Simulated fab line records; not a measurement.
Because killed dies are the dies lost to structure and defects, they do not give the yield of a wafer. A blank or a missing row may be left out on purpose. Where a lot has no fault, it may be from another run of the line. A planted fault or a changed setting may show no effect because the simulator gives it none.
Which of the tools did it?    flow sky130    6 lots, 18 wafers sampled, at 2 steps of a route of 708

WHAT THE GAUGES READ, wafer by wafer
SKY_PWDE_TW_MEAS_10.
lot   measured     on             PWDE_TW
L804  day 4 14:36  film metro-04  378 378 376
L808  day 5 17:25  film metro-01  1145 1139 1141 1137 1128 1142
L811  day 6 03:26  film metro-01  377 376 377
L819  day 7 23:52  film metro-01  375 376 375
L821  day 8 14:11  film metro-03  372 371 372
L824  day 9 05:15  film metro-01  378 380 379

WHICH TOOL RAN EACH LOT (tool, then ch and the chambers of the sampled wafers, then the start)
lot   SKY_DNWELL_COAT_02
L804  litho track-01 ch 0, day 3 13:53
L808  litho track-03, day 4 14:26
L811  litho track-03 ch 0, day 5 00:19
L819  litho track-03 ch 0, day 6 17:26
L821  litho track-01 ch 0, day 7 06:21
L824  litho track-03 ch 0, day 7 19:38
- SKY_DNWELL_COAT_02: resist thk 3000 nm.

THE ANSWER, worked out from the rows above alone
Rule: the lots themselves supply what counts as usual. The widest of any qualifying gaps counts: lots, ordered by their means at a reading, are off when they make up no more than a third of the lots, leave a main group of 4 or more, and stand apart from it by 3 or more times the standard deviation of that group's means. The tables above print the reading to a certain number of digits; a main group whose means all agree to those digits is not used. Also off: a lot with no number at a reading for which 4 or more lots have one. The other lots that the step has rows for count as sound.
Off: L808, seen at SKY_PWDE_TW_MEAS_10 (PWDE_TW). The main group: mean 376, standard deviation 2.5.
A tool fits if, at a process step before that reading, it ran every lot that is off, and no sound lot after the first of them. Those tools and the gauges at SKY_PWDE_TW_MEAS_10 are tried in the same way. No candidate that was tried fits.

WHAT THE SIMULATOR HAD INSERTED
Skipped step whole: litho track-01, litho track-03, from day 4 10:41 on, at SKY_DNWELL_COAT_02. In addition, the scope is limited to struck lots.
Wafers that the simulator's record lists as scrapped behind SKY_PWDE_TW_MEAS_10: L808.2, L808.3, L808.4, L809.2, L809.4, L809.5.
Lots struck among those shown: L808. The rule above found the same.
